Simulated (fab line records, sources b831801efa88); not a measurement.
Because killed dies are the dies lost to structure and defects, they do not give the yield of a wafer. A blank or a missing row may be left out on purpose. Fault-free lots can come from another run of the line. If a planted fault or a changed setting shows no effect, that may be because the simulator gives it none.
Struck lot and sound lot, side by side + flow sky130 + 32 out of 708 route steps
Sound: wafers L632.1, L632.4, L632.6. Struck: wafers L634.3, L634.5, L634.6. At the end, the cause is stated.
For every step that has rows: the tool of each side, followed by ch and its chambers, followed by its first start. Under that, the readings that differ: sound wafers + struck wafers + difference of the means + sigmas: that difference in standard deviations of wafers without a fault.
alike: readings whose means differ by less than 2 such deviations, and words and numbers that are the same on both sides. not compared: withheld readings, readings that some wafer has no value for, bounds like >300 that may hide the same value, and numbers for which the record gives no deviation and whose values overlap.
Wherever a step has rows on one side only, a row that says differs or no value, or a row with sigmas, the two part there. Numbers that have no deviation but don't overlap get no sigmas and don't part them. A reading that every wafer of one side lacks parts them only if that side has two wafers or more.

SKY_PWDE_OVL_MEAS_07:
  sound on overlay-02 at day 4 13:02; struck on overlay-02 at day 5 02:17
| reading       | sound       | struck        | difference | sigmas |
|---------------|-------------|---------------|------------|--------|
| PWDE_OVL (nm) | 1.3 2.3 4.3 | -1.0 -0.9 0.2 | -3.2       | -2     |
following that, these wafers have no rows for 1 step: SKY_PWDE_IMPLANT_08.
SKY_PWDE_STRIP_09: strips in O2/N2.
  sound on plasma asher-03 ch 1, day 4 13:13; struck on plasma asher-02 ch 0,1, day 5 02:30
  alike: drypump motor current A, n2 flow sccm, o2 flow sccm, oes product au, strip time to endpoint s
  not compared: rf hours counter h
SKY_PWDE_TW_MEAS_10:
  sound on film metro-01 at day 4 13:19; struck on film metro-04 at day 5 02:35
  alike: PWDE_TW
then, 7 steps without rows for these wafers: SKY_NWELL_DEHYDRATE_03 (time 60 s); SKY_NWELL_HMDS_04 (prime time 60 s); SKY_NWELL_COAT_05 (resist thk 3000 nm); SKY_NWELL_SOFTBAKE_06; SKY_NWELL_EXPOSE_07 (exposes mask NWM, target cd 840 nm); SKY_NWELL_PEB_08; SKY_NWELL_DEVELOP_09 (develop time 60 s).
SKY_NWELL_OVL_MEAS_10:
  sound on overlay-01 at day 5 07:00; struck on overlay-01 at day 5 20:50
| reading           | sound          | struck      | difference | sigmas |
|-------------------|----------------|-------------|------------|--------|
| NWELL_00_OVL (nm) | -0.7 -2.7 -3.0 | 2.9 2.7 1.5 | +4.5       | +3     |
SKY_NWELL_IMPLANT_11:
  sound on implanter-01 ch 0, day 5 07:02; struck on implanter-01 ch 0, day 5 20:55
  alike: dose ions cm2
then, 2 steps without rows for these wafers: SKY_NWELL_IMPLANT_12; SKY_NWELL_IMPLANT_13.
SKY_NWELL_STRIP_14: strips in O2/N2.
  sound on plasma asher-01 ch 0,1, day 5 07:29; struck on plasma asher-01 ch 0,1, day 5 21:21
  alike: drypump motor current A, n2 flow sccm, o2 flow sccm, oes product au, strip time to endpoint s
  not compared: rf hours counter h
SKY_NWELL_TW_MEAS_15:
  sound on film metro-01 at day 5 07:35; struck on film metro-04 at day 5 21:26
  alike: NWELL_TW
then, 7 steps without rows for these wafers: SKY_NWELL_DEHYDRATE_16 (time 60 s); SKY_NWELL_HMDS_17 (prime time 60 s); SKY_NWELL_COAT_18 (resist thk 3000 nm); SKY_NWELL_SOFTBAKE_19; SKY_NWELL_EXPOSE_20 (exposes mask NWM COMPLEMENT, target cd 840 nm); SKY_NWELL_PEB_21; SKY_NWELL_DEVELOP_22 (develop time 60 s).
SKY_NWELL_OVL_MEAS_23:
  sound on overlay-02 at day 6 01:54; struck on overlay-01 at day 6 15:55
  alike: NWELL_01_OVL
following that, these wafers have no rows for 1 step: SKY_NWELL_IMPLANT_24.
SKY_NWELL_STRIP_25: strips in O2/N2.
  sound on plasma asher-01 ch 0, day 6 02:05; struck on plasma asher-03 ch 0,1, day 6 16:07
  alike: drypump motor current A, n2 flow sccm, o2 flow sccm, oes product au, strip time to endpoint s
  not compared: rf hours counter h
SKY_NWELL_TW_MEAS_26:
  sound on film metro-04 at day 6 02:11; struck on film metro-01 at day 6 16:13
  alike: NWELL_2_TW
then, 1 step without rows for these wafers: SKY_NWELL_CLEAN_27 (cleans in SC1/SC2, time 150 s).
SKY_NWELL_RTA_28: time 30 s.
  sound on rtp anneal-02 ch 0, day 6 02:18; struck on rtp anneal-02 ch 0, day 6 16:20
  alike: lamp power pct, wafer_temp_C_max
SKY_NWELL_RS_MEAS_29: measures by four-point-probe.
  sound on film metro-01 at day 6 02:24; struck on film metro-04 at day 6 16:26
| reading           | sound             | struck            | difference | sigmas |
|-------------------|-------------------|-------------------|------------|--------|
| NWELL_RS (ohm/sq) | 627.5 626.4 626.3 | 644.6 643.1 643.1 | +16.9      | +12    |
-- the record jumps here: 41 days lie between the struck wafers' starts before and after (it left off in module NWELL and takes up again in module PAD_OPEN, whose first step shown is number 708 of the route) --
SKY_PAD_OPEN_PROBE_99:
  sound on prober-01 at day 46 23:13; struck on prober-01 at day 47 09:19
| reading                               | sound           | struck                  | difference | sigmas |
|---------------------------------------|-----------------|-------------------------|------------|--------|
| killed_at_M4_up                       | 10 7            | 2 3 2                   | -6         | -3     |
| model.etest.res nwell.rs ohm sq range | 23.66 18.18     | 281.7 291.3 281.9       | +264.0     |        |
| model.etest.tip_p_5v.rs ohm sq range  | 72.64 60.96     | 147.7 97.94 103.2       | +49.5      |        |
| model.etest.pfet g5v0d10v5.vt v range | 0.02507 0.04864 | 0.1063 0.1066 0.1136    | +0.0720    |        |
| model.etest.pfet_01v8_lvt.vt v range  | 0.0156 0.02067  | 0.05183 0.05542 0.04946 | +0.03410   |        |
| model.etest.pfet_01v8.vt v range      | 0.01291 0.01077 | 0.01358 0.01483 0.01679 | +0.00323   |        |
  alike: killed_at_M0_to_M3, killed at contacts, killed at front end, killed at other, killed dies, killed open, killed short

## WHERE THEY PART
Earliest at SKY_PWDE_OVL_MEAS_07; latest, in this record, at SKY_PAD_OPEN_PROBE_99.

WHY: what had been put in by the simulator
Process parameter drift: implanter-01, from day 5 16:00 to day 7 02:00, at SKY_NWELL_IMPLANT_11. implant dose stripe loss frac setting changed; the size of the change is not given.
